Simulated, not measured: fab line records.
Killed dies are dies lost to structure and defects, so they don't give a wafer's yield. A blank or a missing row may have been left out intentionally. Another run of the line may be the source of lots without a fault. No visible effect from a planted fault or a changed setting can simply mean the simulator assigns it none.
Split-lot trial | flow gf180mcu | on a route of 602 steps: 5 lots, 23 wafers read

== ON THE SPLIT ==
At GF_V4_CVD_00 (deposits SiO2, target thk 600 nm, time 100 s), the setting sih4 flow sccm was moved away from the recipe's 60 sccm on 5 of the 23 wafers read, by -5.1% to +14.9%. This setting was run at the recipe's value on the other wafers.

Between the split and the reading, the file records no step.

== THE READING ==
V4_CVD_00_THK at GF_V4_THK_MEAS_01, in nm. Fault-free wafers of this fab line usually give 599 nm, standard deviation 5 nm.

wafer  | tool, chamber at the split | sih4 flow sccm as run, sccm | against the recipe | V4_CVD_00_THK, nm | against lot-mates on the recipe
L075.1 | hdpcvd-02, 2               | 60                          | recipe             | 601               | -
L075.4 | hdpcvd-02, 1               | 60                          | recipe             | 600               | -
L075.6 | hdpcvd-02, 0               | 60                          | recipe             | 589               | -
L077.1 | hdpcvd-01, 0               | 60                          | recipe             | 597               | -
L077.2 | hdpcvd-01, 2               | 56.95                       | -5.1%              | 570               | -26
L077.3 | hdpcvd-01, 1               | 56.95                       | -5.1%              | 568               | -28
L077.5 | hdpcvd-01, 0               | 60                          | recipe             | 595               | -
L077.6 | hdpcvd-01, 2               | 56.95                       | -5.1%              | 569               | -27
L078.1 | hdpcvd-02, 0               | 60                          | recipe             | 607               | -
L078.2 | hdpcvd-02, 2               | 60                          | recipe             | 603               | -
L078.3 | hdpcvd-02, 1               | 68.96                       | +14.9%             | 692               | +88
L078.4 | hdpcvd-02, 2               | 60                          | recipe             | 603               | -
L078.6 | hdpcvd-02, 1               | 68.96                       | +14.9%             | 692               | +88
L079.1 | hdpcvd-01, 0               | 60                          | recipe             | 602               | -
L079.2 | hdpcvd-01, 1               | 60                          | recipe             | 608               | -
L079.3 | hdpcvd-01, 2               | 60                          | recipe             | 599               | -
L079.4 | hdpcvd-01, 1               | 60                          | recipe             | 609               | -
L079.5 | hdpcvd-01, 2               | 60                          | recipe             | 600               | -
L083.2 | hdpcvd-01, 0               | 60                          | recipe             | 601               | -
L083.3 | hdpcvd-01, 1               | 60                          | recipe             | 605               | -
L083.4 | hdpcvd-01, 2               | 60                          | recipe             | 598               | -
L083.5 | hdpcvd-01, 1               | 60                          | recipe             | 603               | -
L083.6 | hdpcvd-01, 0               | 60                          | recipe             | 599               | -

FIT RESULTS
A straight line over all 23 wafers: V4_CVD_00_THK changes by +6.13 nm for each +1% of sih4 flow sccm; r = +0.99; the points scatter about the line by 4.4 nm.
The same after taking each lot's own level away (the mean of its wafers on the recipe; 23 wafers): +5.78 nm for each +1%; r = +0.99; scatter 3.4 nm.
On that fit, the largest move of sih4 flow sccm shifts the reading by 86 nm.
Across the lots, their own levels run from 596.0 to 604.3 nm, a range of 1.7 times the standard deviation given above.
The two slopes are in agreement: the lot-to-lot level therefore moves the slope only a little.
Check: with one of the wafers moved furthest among these (+14.9%) left out of the fit, the line predicts +85.9 nm for it against its lot-mates. Against them it came out at +87.7 nm.

== ADDITIONAL SPLITS CARRIED BY THESE WAFERS ==
Note: prior to the reading, these wafers also went through further splits. Each is held against what the fit with the lots' levels taken away leaves over:
other split on the same wafers | wafers away from the commonest value | r with V4_CVD_00_THK (lot level and that fit taken away)
GF_M4_COAT_09 resist thk nm    | 8                                    | -0.14

== THE WHOLE CHAIN: every reading that the file lists as answering this split, in the file's order ==
step              | what it does                                 | reading                                                                   | change (the file's fit)              | r (the file's)
GF_V4_CVD_00      | deposits SiO2, target thk 600 nm, time 100 s | SiO2_of_V4_CVD_00.thk nm (the simulator's own value, which no gauge read) | +5.84 nm for each +1% of the setting | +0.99
GF_V4_THK_MEAS_01 |                                              | V4_CVD_00_THK                                                             | +5.82 for each +1% of the setting    | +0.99

== FILE'S OWN FIT ==
V4_CVD_00_THK changes by +5.82 nm for each +1% of sih4 flow sccm, r = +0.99.
